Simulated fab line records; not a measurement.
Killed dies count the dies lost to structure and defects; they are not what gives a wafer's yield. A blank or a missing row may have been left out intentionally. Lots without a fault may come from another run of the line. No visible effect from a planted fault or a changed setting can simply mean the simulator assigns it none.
A lot that was struck, set against a sound lot | flow sky130 | 17 out of 708 route steps
Sound: wafers L828.1, L828.2, L828.6. The struck wafers were L842.4, L842.5, L842.6. The cause comes at the end.
At each step with rows: each side's tool, then ch and its chambers, then its first start. Under that, the readings that differ: sound wafers | struck wafers | difference of the means | sigmas: that difference in standard deviations of wafers without a fault.
alike: a reading whose means differ by less than 2 such deviations, as well as words and numbers matching on both sides. not compared: withheld readings; readings where some wafer has no value; bounds like >300 that might hide an equal value; numbers whose values overlap and for which the record gives no deviation.
Wherever a step has rows on one side only, a row that says differs or no value, or a row with sigmas, the two part there. Numbers that have no deviation but don't overlap get no sigmas and don't part them. A reading that every wafer of one side lacks parts them only if that side has two wafers or more.

SKY_LOCAL_INTERCONNECT_RS_MEAS_01: a four-point-probe measurement.
  sound on film_metro-04, day 29 06:28; struck on film_metro-01, day 34 04:50
  alike: LOCAL_INTERCONNECT_TIN_RS
SKY_LOCAL_INTERCONNECT_THK_MEAS_02: measures by xrf.
  sound on film_metro-04, day 29 06:35; struck on film_metro-01, day 34 04:56
  alike: LOCAL_INTERCONNECT_TIN_THK
then, 8 steps without rows for these wafers: SKY_LOCAL_INTERCONNECT_DEHYDRATE_03 (time 60 s); SKY_LOCAL_INTERCONNECT_HMDS_04 (prime time 60 s); SKY_LOCAL_INTERCONNECT_COAT_05 (resist thk 60 nm); SKY_LOCAL_INTERCONNECT_COAT_06 (resist thk 444 nm); SKY_LOCAL_INTERCONNECT_SOFTBAKE_07 (time 90 s); SKY_LOCAL_INTERCONNECT_EXPOSE_08 (exposes mask LI1M, target cd 170 nm); SKY_LOCAL_INTERCONNECT_PEB_09; SKY_LOCAL_INTERCONNECT_DEVELOP_10 (develop time 60 s).
SKY_LOCAL_INTERCONNECT_CD_MEAS_11: the cd target is 170 nm.
  sound on cd_sem-01, day 30 09:41; struck on cd_sem-02, day 35 07:04
  alike: cd_nm
SKY_LOCAL_INTERCONNECT_OVL_MEAS_12:
  sound on overlay-01, day 30 09:49; struck on overlay-02, day 35 07:08
  alike: LOCAL_INTERCONNECT_OVL
SKY_LOCAL_INTERCONNECT_ETCH_13: etches BARC in N2/H2, stops on SiO2, time 45.9 s, target depth 60 nm.
  sound on rie_metal-01 ch 0,1, day 30 09:50; struck on rie_metal-01 ch 0,1, day 35 07:11
  reading                                                   | sound             | struck            | difference | sigmas
  model.KrF-thick_of_LOCAL_INTERCONNECT_COAT_06.thk_nm (nm) | 385.4 382.9 385.7 | 397.3 396.2 396.6 | +12.0      |
  alike: drypump_motor_current_A, oes_product_au, throttle_valve_pct
  not compared: rf_hours_counter_h
SKY_LOCAL_INTERCONNECT_METAL_ETCH_14: etches TiN in Cl2/BCl3, stops on PSG, target depth 110 nm, time 31.4 s.
  sound on rie_metal-01 ch 0,1, day 30 09:55; struck on rie_metal-01 ch 0,1, day 35 07:14
  reading                                                   | sound                | struck               | difference | sigmas
  oes_product_au (a.u.)                                     | 0.950 0.946 0.938    | 0.875 0.943 0.869    | -0.049     | -6
  throttle_valve_pct (%)                                    | 21.905 21.904 21.908 | 21.940 21.912 21.950 | +0.028     | +3
  model.KrF-thick_of_LOCAL_INTERCONNECT_COAT_06.thk_nm (nm) | 341.7 338.2 342.3    | 353.5 351.2 352.5    | +11.7      |
  alike: bcl3_flow_sccm, drypump_motor_current_A
  not compared: rf_hours_counter_h
SKY_LOCAL_INTERCONNECT_STRIP_15: strips in O2/N2.
  sound on plasma_asher-02 ch 0,1, day 30 09:58; struck on plasma_asher-04 ch 0,1, day 35 07:18
  reading                      | sound             | struck            | difference | sigmas
  strip_time_to_endpoint_s (s) | 4.653 4.620 4.653 | 4.775 4.752 4.760 | +0.120     | +6
  alike: drypump_motor_current_A, oes_product_au
  not compared: rf_hours_counter_h
then, 1 step without rows for these wafers: SKY_LOCAL_INTERCONNECT_STRIP_16 (strips in post etch residue remover, time 1200 s).
-- here the record skips 14 days between the struck wafers' starts before and after, leaving off in module LOCAL_INTERCONNECT and picking up in module PAD_OPEN (first step shown: number 708 of the route) --
SKY_PAD_OPEN_PROBE_99:
  rows exist in the record for the struck wafers here (prober-01, day 49 10:56), but not for the sound ones

## WHERE THEY PART
Last at SKY_PAD_OPEN_PROBE_99 as far as this record goes, first at SKY_LOCAL_INTERCONNECT_METAL_ETCH_14.

WHY: the cause the simulator had injected
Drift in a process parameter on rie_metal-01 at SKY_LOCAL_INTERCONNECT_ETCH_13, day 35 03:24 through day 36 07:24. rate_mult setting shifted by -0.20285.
